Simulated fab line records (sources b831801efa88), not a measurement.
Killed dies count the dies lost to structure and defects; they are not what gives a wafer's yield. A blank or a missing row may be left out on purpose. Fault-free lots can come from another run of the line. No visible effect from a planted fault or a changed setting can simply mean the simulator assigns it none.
fab line records    flow sky130
[record] lots = 6  wafers = 18  last-day = 49
route steps=708 shown METAL5@675 PASSIVATION@681 PAD_OPEN@694
lots that met no fault: taken from a fault-free run of the same line
start-h: hours from the record's opening day to when the first of the lot's shown wafers began    wait-h: time in hours since the lot's previous step    " repeats the value in the row above    L1.1+2: a row that stands for several wafers    - either no value or no given start    * or withheld: withheld    < > ~ a bound
route shown NAME@n: a module of which the file shows steps, and the number in the route of the first    usual: mean/standard deviation taken from wafers without a fault    same: alike in all rows    chamber/n: place in a boat    sites: each site's reading    _std_site: standard deviation of those values    _edge_site: outer sites' mean less inner sites'    radius-mm: for every site, how far away it sits from the centre of the wafer    mask NAME#n: copy n    behind: the last tool/chamber to shape the wafer    hold: cause of the lot's hold/its duration in hours/its outcome    device: whichever transistor did not switch (one of n, p or np)    end of line: the same wafers' tests at the end of the route    where a step has no rows: the recipe by itself    killed: dies lost to structure and defects at the first sort, not the wafer's yield    map: dies across one wafer; x = killed, . = not, _ = none there
set.NAME: the setting as run; set.NAME@STEP: as run at that earlier step    model.NAME: the simulator's own value behind a step, which no gauge read
lots seen at some steps along the route; tables by step, rows by wafer
services: when a tool's chamber went out of use (start-h, in hours from the record's first day, below 0 if earlier), for how many hours, and the reason
[[steps]]
[step SKY_METAL5_DESCUM_14]
[recipe] chemistry = O2  source-power-w = 150  bias-power-w = 0  pressure-mtorr = 10  temp-c = 40  time-s = 11
[usual] drypump-motor-current-A = 5.7/0.53  he-backside-leak-sccm = 3.5/0.31  oes-product-au = 0.998/0.0084
lot.wafer  tool          chamber  start-h  wait-h  drypump-motor-current-A  he-backside-leak-sccm  oes-product-au  rf-hours-counter-h
L967.2     rie-metal-02  0        1057.96  0.1     5.8                      3.5                    0.985           14
L967.3     "             0        "        "       5.8                      3.6                    0.989           -
L967.5     "             0        "        "       5.8                      3.5                    0.996           -
L971.3     rie-metal-01  0        1077.45  0.1     4.9                      3.0                    0.994           -
L971.5     "             1        "        "       5.7                      3.4                    0.991           -
L971.6     "             0        "        "       4.9                      3.1                    0.996           -
L972.3     rie-metal-02  0        1078.10  0.1     5.8                      3.4                    0.977           -
L972.5     "             1        "        "       5.2                      3.5                    0.989           -
L972.6     "             0        "        "       5.8                      3.4                    0.977           -
L973.2     rie-metal-01  0        1082.24  0.1     4.9                      3.4                    0.982           20
L973.3     "             1        "        "       5.7                      3.4                    1.002           -
L973.4     "             0        "        "       4.9                      3.4                    0.995           -
L983.1     rie-metal-04  1        1143.36  0.1     6.0                      3.7                    1.012           22
L983.3     "             1        "        "       6.0                      3.9                    0.996           -
L983.5     "             0        "        "       6.5                      3.4                    1.000           -
L984.1     rie-metal-04  1        1146.34  0.1     6.0                      3.5                    0.999           23
L984.4     "             1        "        "       6.0                      3.6                    1.002           -
L984.6     "             1        "        "       6.0                      3.7                    1.005           -
[step SKY_METAL5_METAL_ETCH_15]
[recipe] target-depth-a = 12600  stop-on = SiO2  over-etch-frac = 0.2  time-s = 252  chemistry = Cl2/BCl3  resist-sidewall-deg = 86  pressure-mtorr = 10  icp-w = 900  bias-w = 48.5  Cl2_flow_sccm = 60  bcl3-flow-sccm = 30
[usual] drypump-motor-current-A = 5.7/0.53  he-backside-leak-sccm = 3.47/0.26  oes-product-au = 0.894/0.0047  throttle-valve-pct = 22.263/0.0088
lot.wafer  tool          chamber  start-h  wait-h  drypump-motor-current-A  he-backside-leak-sccm  oes-product-au  rf-hours-counter-h  throttle-valve-pct
L967.2     rie-metal-02  0        1057.99  0.0     5.8                      3.48                   0.899           14                  22.267
L967.3     "             0        "        "       5.8                      3.48                   0.896           -                   22.270
L967.5     "             0        "        "       5.8                      3.45                   0.903           -                   22.262
L971.3     rie-metal-01  0        1077.55  0.1     4.9                      3.39                   0.896           -                   22.253
L971.5     "             1        "        "       5.7                      3.32                   0.886           -                   22.260
L971.6     "             0        "        "       4.9                      3.55                   0.898           -                   22.276
L972.3     rie-metal-02  0        1078.20  0.1     5.8                      3.51                   0.900           -                   22.254
L972.5     "             1        "        "       5.2                      3.52                   0.889           -                   22.264
L972.6     "             0        "        "       5.8                      3.64                   0.892           -                   22.272
L973.2     rie-metal-01  0        1082.27  0.0     4.9                      3.45                   0.895           20                  22.274
L973.3     "             1        "        "       5.7                      3.48                   0.894           -                   22.248
L973.4     "             0        "        "       4.9                      3.20                   0.887           -                   22.279
L983.1     rie-metal-04  1        1143.39  0.0     6.0                      3.42                   0.891           23                  22.262
L983.3     "             1        "        "       6.0                      3.66                   0.892           -                   22.260
L983.5     "             0        "        "       6.5                      3.60                   0.892           -                   22.259
L984.1     rie-metal-04  1        1146.37  0.0     6.0                      3.57                   0.897           23                  22.248
L984.4     "             1        "        "       6.0                      3.67                   0.899           -                   22.260
L984.6     "             1        "        "       6.0                      3.38                   0.900           -                   22.243
[step SKY_METAL5_STRIP_16]
[recipe] chemistry = O2/N2  power-w = 1400  pressure-mtorr = 1500  platen-temp-c = withheld  o2-flow-sccm = 3000  n2-flow-sccm = 300  overash-fraction = 0.5
[usual] drypump-motor-current-A = 5.6/0.4  oes-product-au = 0.711/0.0045  strip-time-to-endpoint-s = 13.08/0.13
lot.wafer  tool             chamber  start-h  wait-h  drypump-motor-current-A  oes-product-au  rf-hours-counter-h  strip-time-to-endpoint-s
L967.2     plasma-asher-01  1        1058.23  0.2     5.7                      0.709           31                  13.36
L967.3     "                0        "        "       5.9                      0.711           -                   13.25
L967.5     "                1        "        "       5.7                      0.715           -                   13.23
L971.3     plasma-asher-04  1        1077.74  0.1     5.3                      0.710           -                   12.97
L971.5     "                0        "        "       5.4                      0.720           -                   13.01
L971.6     "                1        "        "       5.3                      0.707           -                   13.04
L972.3     plasma-asher-03  0        1078.41  0.1     6.1                      0.711           -                   13.22
L972.5     "                1        "        "       4.9                      0.716           -                   13.18
L972.6     "                0        "        "       6.1                      0.715           -                   13.26
L973.2     plasma-asher-01  0        1082.51  0.2     5.9                      0.708           34                  13.19
L973.3     "                0        "        "       5.9                      0.710           -                   13.09
L973.4     "                1        "        "       5.7                      0.707           -                   13.24
L983.1     plasma-asher-03  0        1143.63  0.2     6.1                      0.710           106                 12.90
L983.3     "                1        "        "       5.0                      0.706           -                   12.90
L983.5     "                1        "        "       4.9                      0.720           -                   13.01
L984.1     plasma-asher-04  0        1146.61  0.2     5.4                      0.713           72                  12.95
L984.4     "                1        "        "       5.3                      0.721           -                   12.96
L984.6     "                0        "        "       5.4                      0.709           -                   12.91
[step SKY_METAL5_STRIP_17]
[recipe] chemistry = post-etch-residue-remover  time-s = 1200  temp-c = 72.5
[step SKY_METAL5_CLEAN_18]
[recipe] chemistry = IPA  time-s = 180  temp-c = 25
[step SKY_METAL5_CLEAN_19]
[recipe] chemistry = O3/DIW  dry = n2-spin
[step SKY_PASSIVATION_CVD_00]
[recipe] material = SiO2  target-thk-nm = 90  temp-c = 400  time-s = withheld  rf-w = 600
[usual] heater-power-w = 624/77
lot.wafer  tool      chamber  start-h  wait-h  heater-power-w
L967.2     pecvd-04  2        1058.86  0.0     467
L967.3     "         1        "        "       596
L967.5     "         2        "        "       478
L971.3     pecvd-04  1        1078.30  0.0     597
L971.5     "         1        "        "       601
L971.6     "         0        "        "       610
L972.3     pecvd-01  2        1079.00  0.0     604
L972.5     "         1        "        "       647
L972.6     "         2        "        "       595
L973.2     pecvd-04  2        1083.12  0.0     548
L973.3     "         1        "        "       551
L973.4     "         2        "        "       550
L983.1     pecvd-03  0        1144.22  0.0     758
L983.3     "         1        "        "       556
L983.5     "         1        "        "       564
L984.1     pecvd-01  2        1147.20  0.0     580
L984.4     "         0        "        "       615
L984.6     "         1        "        "       772
[step SKY_PASSIVATION_THK_MEAS_01]
[recipe] reads = SiO2_of_PASSIVATION_CVD_00
[usual] PASSIVATION_CVD_00_THK = 90.0/1.1
lot.wafer  tool           chamber  start-h  wait-h  PASSIVATION_CVD_00_THK[nm]
L967.2     film-metro-04  -        1058.89  -       90.6
L967.3     "              -        "        "       88.8
L967.5     "              -        "        "       91.0
L971.3     film-metro-03  -        1078.34  -       88.5
L971.5     "              -        "        "       90.4
L971.6     "              -        "        "       89.8
L972.3     film-metro-02  -        1079.05  -       92.3
L972.5     "              -        "        "       93.8
L972.6     "              -        "        "       91.9
L973.2     film-metro-02  -        1083.15  -       88.2
L973.3     "              -        "        "       89.2
L973.4     "              -        "        "       89.7
L983.1     film-metro-02  -        1144.24  -       87.5
L983.3     "              -        "        "       88.4
L983.5     "              -        "        "       90.1
L984.1     film-metro-02  -        1147.22  -       88.7
L984.4     "              -        "        "       90.4
L984.6     "              -        "        "       90.3
[step SKY_PASSIVATION_CVD_02]
[recipe] material = Si3N4  target-thk-nm = 540  temp-c = 400  time-s = withheld  rf-w = 450
[usual] heater-power-w = 698/81
lot.wafer  tool      chamber  start-h  wait-h  heater-power-w
L967.2     pecvd-01  2        1058.94  0.0     659
L967.3     "         0        "        "       569
L967.5     "         1        "        "       672
L971.3     pecvd-03  2        1078.38  0.0     708
L971.5     "         2        "        "       726
L971.6     "         0        "        "       755
L972.3     pecvd-04  1        1079.09  0.0     623
L972.5     "         0        "        "       749
L972.6     "         1        "        "       658
L973.2     pecvd-01  1        1083.20  0.0     823
L973.3     "         2        "        "       681
L973.4     "         1        "        "       800
L983.1     pecvd-01  2        1144.30  0.1     705
L983.3     "         1        "        "       805
L983.5     "         1        "        "       819
L984.1     pecvd-04  2        1147.28  0.1     620
L984.4     "         0        "        "       715
L984.6     "         2        "        "       617
[step SKY_PASSIVATION_THK_MEAS_03]
[recipe] reads = Si3N4_of_PASSIVATION_CVD_02
[usual] PASSIVATION_CVD_02_THK = 540/5.8
lot.wafer  tool           chamber  start-h  wait-h  PASSIVATION_CVD_02_THK[nm]
L967.2     film-metro-03  -        1059.18  -       526
L967.3     "              -        "        "       532
L967.5     "              -        "        "       538
L971.3     film-metro-04  -        1078.63  -       537
L971.5     "              -        "        "       544
L971.6     "              -        "        "       544
L972.3     film-metro-02  -        1079.33  -       529
L972.5     "              -        "        "       538
L972.6     "              -        "        "       547
L973.2     film-metro-04  -        1083.56  -       538
L973.3     "              -        "        "       541
L973.4     "              -        "        "       551
L983.1     film-metro-04  -        1144.53  -       535
L983.3     "              -        "        "       530
L983.5     "              -        "        "       542
L984.1     film-metro-03  -        1147.51  -       540
L984.4     "              -        "        "       543
L984.6     "              -        "        "       537
[step SKY_PASSIVATION_DEHYDRATE_04]
[recipe] temp-c = 200  time-s = 60
[step SKY_PASSIVATION_HMDS_05]
[recipe] prime-time-s = 60  prime-temp-c = 120
[step SKY_PASSIVATION_COAT_06]
[recipe] spin-rpm = 2000  resist-thk-nm = 3000
[usual] spin-speed-rpm = 2000.0/1.4
lot.wafer  tool            chamber  start-h  wait-h  spin-speed-rpm  model.coat_of_PASSIVATION_COAT_06.thk-nm
L967.2     litho-track-03  0        1069.08  0.1     1996.7          3010
L967.3     "               0        "        "       2000.1          3007
L967.5     "               0        "        "       2000.4          3007
L971.3     litho-track-02  0        1088.69  0.1     2210.3          2864
L971.5     "               0        "        "       2211.5          2861
L971.6     "               0        "        "       2210.1          2857
L972.3     litho-track-04  0        1089.48  0.1     1999.1          2990
L972.5     "               0        "        "       1998.5          3001
L972.6     "               0        "        "       1999.1          3002
L973.2     litho-track-02  0        1093.56  0.1     2215.1          2854
L973.3     "               0        "        "       2211.2          2842
L973.4     "               0        "        "       2212.0          2843
L983.1     litho-track-02  0        1152.89  0.1     2000.5          2989
L983.3     "               0        "        "       2001.2          2987
L983.5     "               0        "        "       1999.7          3000
L984.1     litho-track-04  0        1156.23  0.1     2001.9          2996
L984.4     "               0        "        "       1997.8          2995
L984.6     "               0        "        "       2001.0          2986
[step SKY_PASSIVATION_SOFTBAKE_07]
[recipe] temp-c = 110  time-s = withheld
[step SKY_PASSIVATION_EXPOSE_08]
[recipe] mask-id = NSM  target-cd-nm = 3000  na = 0.57  dose-mj = 260
[step SKY_PASSIVATION_PEB_09]
[recipe] temp-c = 115  time-s = withheld
[step SKY_PASSIVATION_DEVELOP_10]
[recipe] develop-time-s = 60  dev-temp-c = 23
[step SKY_PASSIVATION_ETCH_11]
[recipe] chemistry = CF4/O2  target-depth-nm = 725  stop-on = AlCu  source-w = 800  bias-w = 150  pressure-mtorr = 150  cf4-flow-sccm = 80  O2_flow_sccm = 10  time-s = 161.1
[usual] O2_flow_sccm = 9.998/0.026  drypump-motor-current-A = 5.7/0.52  oes-product-au = 0.979/0.0065  throttle-valve-pct = 5.966/0.0086
lot.wafer  tool         chamber  start-h  wait-h  O2_flow_sccm  drypump-motor-current-A  oes-product-au  rf-hours-counter-h  throttle-valve-pct  model.coat_of_PASSIVATION_COAT_06.thk-nm
L967.2     rie-diel-04  3        1080.11  -       9.976         4.7                      0.980           17                  5.966               2512
L967.3     "            1        "        "       10.042        6.3                      0.973           22                  5.965               2513
L967.5     "            3        "        "       9.990         4.7                      0.985           -                   5.955               2510
L971.3     rie-diel-04  2        1098.99  -       9.978         6.3                      0.975           21                  5.964               2379
L971.5     "            2        "        "       10.001        6.3                      0.987           -                   5.964               2370
L971.6     "            1        "        "       10.030        6.4                      0.981           -                   5.963               2368
L972.3     rie-diel-02  3        1099.88  -       9.991         5.6                      0.975           2                   5.961               2509
L972.5     "            1        "        "       9.978         5.2                      0.971           -                   5.975               2521
L972.6     "            0        "        "       9.983         6.3                      0.982           -                   5.973               2522
L973.2     rie-diel-02  1        1104.14  -       9.998         5.2                      0.981           8                   5.977               2371
L973.3     "            2        "        "       9.999         5.1                      0.982           14                  5.968               2359
L973.4     "            0        "        "       9.963         6.3                      0.985           17                  5.976               2366
L983.1     rie-diel-02  0        1161.49  -       10.013        6.3                      0.977           19                  5.959               2510
L983.3     "            1        "        "       10.021        5.2                      0.958           10                  5.970               2505
L983.5     "            3        "        "       10.015        5.6                      0.982           -                   5.963               2519
L984.1     rie-diel-04  3        1165.11  -       9.969         4.8                      0.984           21                  5.955               2503
L984.4     "            1        "        "       10.028        6.3                      0.980           26                  5.962               2509
L984.6     "            0        "        "       10.018        5.7                      0.972           -                   5.968               2498
[step SKY_PASSIVATION_STRIP_12]
[recipe] chemistry = O2/N2  power-w = 1400  pressure-mtorr = 1500  platen-temp-c = withheld  overash-fraction = 0.7  o2-flow-sccm = 3000  n2-flow-sccm = 300
[usual] drypump-motor-current-A = 5.3/0.42  oes-product-au = 0.660/0.0047  strip-time-to-endpoint-s = 31.46/0.09
lot.wafer  tool             chamber  start-h  wait-h  drypump-motor-current-A  oes-product-au  rf-hours-counter-h  strip-time-to-endpoint-s
L967.2     plasma-asher-02  0        1080.21  0.1     4.8                      0.660           1                   31.46
L967.3     "                0        "        "       4.8                      0.665           -                   31.48
L967.5     "                0        "        "       4.8                      0.668           -                   31.43
L971.3     plasma-asher-03  0        1099.13  0.1     6.2                      0.658           -                   29.91
L971.5     "                0        "        "       6.1                      0.651           -                   29.82
L971.6     "                1        "        "       5.0                      0.658           -                   29.78
L972.3     plasma-asher-04  0        1100.02  0.1     5.4                      0.656           -                   31.44
L972.5     "                1        "        "       5.3                      0.662           -                   31.57
L972.6     "                0        "        "       5.4                      0.659           -                   31.59
L973.2     plasma-asher-03  0        1104.24  0.1     6.1                      0.663           102                 29.82
L973.3     "                0        "        "       6.1                      0.657           -                   29.68
L973.4     "                1        "        "       4.9                      0.653           -                   29.76
L983.1     plasma-asher-04  0        1161.59  0.1     5.4                      0.660           73                  31.42
L983.3     "                0        "        "       5.4                      0.658           -                   31.38
L983.5     "                0        "        "       5.4                      0.666           -                   31.56
L984.1     plasma-asher-04  1        1165.21  0.1     5.3                      0.666           73                  31.37
L984.4     "                0        "        "       5.5                      0.657           -                   31.43
L984.6     "                0        "        "       5.4                      0.658           -                   31.29
[step SKY_PAD_OPEN_DEHYDRATE_00]
[recipe] temp-c = 200  time-s = 60
[[services]]
tool             chamber  start-h  hours  kind
plasma-asher-03  -        1035.68  1.2    repair
plasma-asher-02  -        1046.27  2.1    repair
pecvd-03         0        1051.61  5.5    scheduled-down
plasma-asher-02  -        1055.25  9.0    pm
plasma-asher-02  0        1055.25  9.0    vent-cycle
plasma-asher-02  1        1055.25  9.0    vent-cycle
plasma-asher-02  0        1064.25  -      clean
plasma-asher-02  1        1064.25  -      clean
plasma-asher-02  -        1066.98  0.9    repair
pecvd-01         0        1069.41  18.0   repair
plasma-asher-02  -        1075.65  1.0    repair
rie-metal-01     0        1092.61  2.4    repair
pecvd-04         0        1100.00  2.1    scheduled-down
rie-diel-02      2        1106.56  17.1   repair
rie-metal-04     -        1108.94  0.1    repair
pecvd-04         1        1110.28  2.1    scheduled-down
pecvd-04         -        1127.66  2.8    pm
litho-track-02   -        1134.15  -      consumable-replace:filter
plasma-asher-02  -        1140.80  5.9    repair
pecvd-04         -        1147.66  14.6   pm
rie-diel-04      -        1151.72  0.5    repair
plasma-asher-02  -        1160.90  3.6    repair
[[key]]
[first-sign] step = SKY_PASSIVATION_COAT_06  reading = spin-speed-rpm  direction = up  sigmas = 99+  usual = 2000.0  struck = 2211.7
[effect] step = SKY_PASSIVATION_STRIP_12  reading = strip-time-to-endpoint-s  direction = down  sigmas = 19  usual = *  struck = *
[model-effect] step = SKY_PASSIVATION_COAT_06  value = coat_of_PASSIVATION_COAT_06.thk-nm  without = 3001  struck = 2853
[model-effect] step = SKY_PASSIVATION_ETCH_11  value = coat_of_PASSIVATION_COAT_06.thk-nm  without = 2516  struck = 2369
met-at SKY_PASSIVATION_COAT_06
struck-wafers L971.3,L971.5,L971.6,L973.2,L973.3,L973.4
[fault] kind = process-parameter-drift  tool = litho-track-02  chamber = -  onset-h = 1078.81  steps = SKY_PASSIVATION_COAT_06  channel = spin-rpm  offset = 211.94  shape = step  end-h = 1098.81  acts-in = these-recipes-only  stated = 2000
